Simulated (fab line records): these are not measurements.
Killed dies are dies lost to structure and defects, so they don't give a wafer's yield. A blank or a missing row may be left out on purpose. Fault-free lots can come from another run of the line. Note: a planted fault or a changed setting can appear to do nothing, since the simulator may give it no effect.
A struck lot beside a sound one || flow sky130 || 21 steps out of a route of 708
Sound: wafers L558.1, L558.4, L558.6. Struck: wafers L544.1, L544.3, L544.4. The cause comes at the end.
At each step with rows: each side's tool, then ch and its chambers, then its first start. Under that, the readings that differ: sound wafers || struck wafers || difference of the means || sigmas: that difference in standard deviations of wafers without a fault.
alike: readings whose means differ by less than 2 such deviations, and words and numbers that are the same on both sides. not compared: withheld readings, readings that some wafer has no value for, bounds like >300 that may hide the same value, and numbers for which the record gives no deviation and whose values overlap.
Wherever a step has rows on one side only, a row that says differs or no value, or a row with sigmas, the two part there. Numbers that don't overlap but have no deviation are shown without sigmas and don't part them. Lack of a reading on every wafer of one side parts them only where that side has two or more wafers.

first, 1 step without rows for these wafers: SKY_SONOS_TUNNEL_STRIP_11 (strips in SPM, time 600 s).
SKY_SONOS_TUNNEL_TW_MEAS_12:
  sound: film metro-04 at day 17 23:55; struck: film metro-03 at day 13 10:19
  alike: SONOS_TUNNEL_TW
then, 2 steps without rows for these wafers: SKY_SONOS_TUNNEL_CLEAN_13 (cleans in dHF, time 20 s); SKY_SONOS_ONO_OXIDATION_00 (stabilise 600 s, purge 300 s, target thk 2.6 nm).
SKY_SONOS_ONO_THK_MEAS_01:
  sound: film metro-03 at day 18 01:20; struck: film metro-04 at day 13 12:35
  alike: SONOS_ONO_OXIDATION_THK
then, 1 step without rows for these wafers: SKY_SONOS_ONO_CVD_02 (deposits Si3N4 from DCS/NH3, target thk 10.5 nm, time 180 s).
SKY_SONOS_ONO_THK_MEAS_03:
  sound: film metro-03 at day 18 03:54; struck: film metro-03 at day 13 13:41
  alike: SONOS_ONO_CVD_02_THK
then, 1 step without rows for these wafers: SKY_SONOS_ONO_CVD_04 (deposits SiO2 from SiH4/N2O, target thk 5.7199 nm).
SKY_SONOS_ONO_THK_MEAS_05:
  sound: film metro-03 at day 18 05:13; struck: film metro-04 at day 13 15:37
  alike: SONOS_ONO_CVD_04_THK
then, 3 steps without rows for these wafers: SKY_SONOS_ONO_DEHYDRATE_06 (time 60 s); SKY_SONOS_ONO_HMDS_07 (prime time 60 s); SKY_SONOS_ONO_COAT_08 (resist thk 1140 nm).
SKY_SONOS_ONO_SOFTBAKE_09: time 60 s.
  sound on litho track-03 ch 0, day 18 19:48; struck on litho track-03 ch 0, day 14 04:39
{"reading": "heater power total W (W)", "sound": "56.60 56.59 56.64", "struck": "58.56 58.51 58.56", "difference": "+1.93", "sigmas": "+45"}
{"reading": "plate temp C (C)", "sound": "90.03 90.05 89.90", "struck": "92.20 92.16 92.27", "difference": "+2.22", "sigmas": "+20"}
{"reading": "model.NOVOLAK_of_SONOS_ONO_COAT_08.thk nm (nm)", "sound": "1143 1142 1144", "struck": "1134 1134 1137", "difference": -8, "sigmas": ""}
then, 3 steps without rows for these wafers: SKY_SONOS_ONO_EXPOSE_10 (exposes mask ONOM, target cd 410 nm); SKY_SONOS_ONO_PEB_11; SKY_SONOS_ONO_DEVELOP_12 (develop time 60 s).
SKY_SONOS_ONO_CD_MEAS_13: the cd target is 410 nm.
  sound: cd sem-01 at day 19 11:03; struck: cd sem-01 at day 14 17:14
  alike: cd nm
SKY_SONOS_ONO_OVL_MEAS_14:
  sound: overlay-01 at day 19 11:10; struck: overlay-02 at day 14 17:22
  alike: SONOS_ONO_OVL
SKY_SONOS_ONO_ETCH_15: etches the open film in CHF3/O2, target depth 19.52 nm, time 7.8 s.
  sound on rie diel-02 ch 1,2,3, day 19 11:13; struck on rie diel-03 ch 0,1,2, day 14 17:24
{"reading": "model.NOVOLAK_of_SONOS_ONO_COAT_08.thk nm (nm)", "sound": "1126 1126 1127", "struck": "1118 1117 1120", "difference": -8, "sigmas": ""}
  alike: drypump motor current A, oes product au, throttle valve pct
  not compared: rf hours counter h
then, 1 step without rows for these wafers: SKY_SONOS_ONO_WET_ETCH_16 (etches SiO2 in dHF, target depth 14 nm, time 280 s).
-- a jump in the record: the struck wafers' starts before and after are 33 days apart (it breaks off in module SONOS_ONO and resumes in module PAD_OPEN, where the first step shown is number 708 of the route) --
SKY_PAD_OPEN_PROBE_99:
  sound: prober-01 at day 50 08:36; struck: prober-01 at day 47 14:04
  alike: killed_at_M0_to_M3, killed_at_M4_up, killed at contacts, killed at front end, killed at other, killed dies, killed open, killed short

== WHERE THEY PART ==
Only at SKY_SONOS_ONO_SOFTBAKE_09, within this record. Later steps at which nothing parts them and some readings are alike: SKY_SONOS_ONO_CD_MEAS_13, SKY_SONOS_ONO_OVL_MEAS_14, SKY_SONOS_ONO_ETCH_15, SKY_PAD_OPEN_PROBE_99.

WHY: what the simulator had put in
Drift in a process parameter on litho track-03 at SKY_SONOS_ONO_SOFTBAKE_09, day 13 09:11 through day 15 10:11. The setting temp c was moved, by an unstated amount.
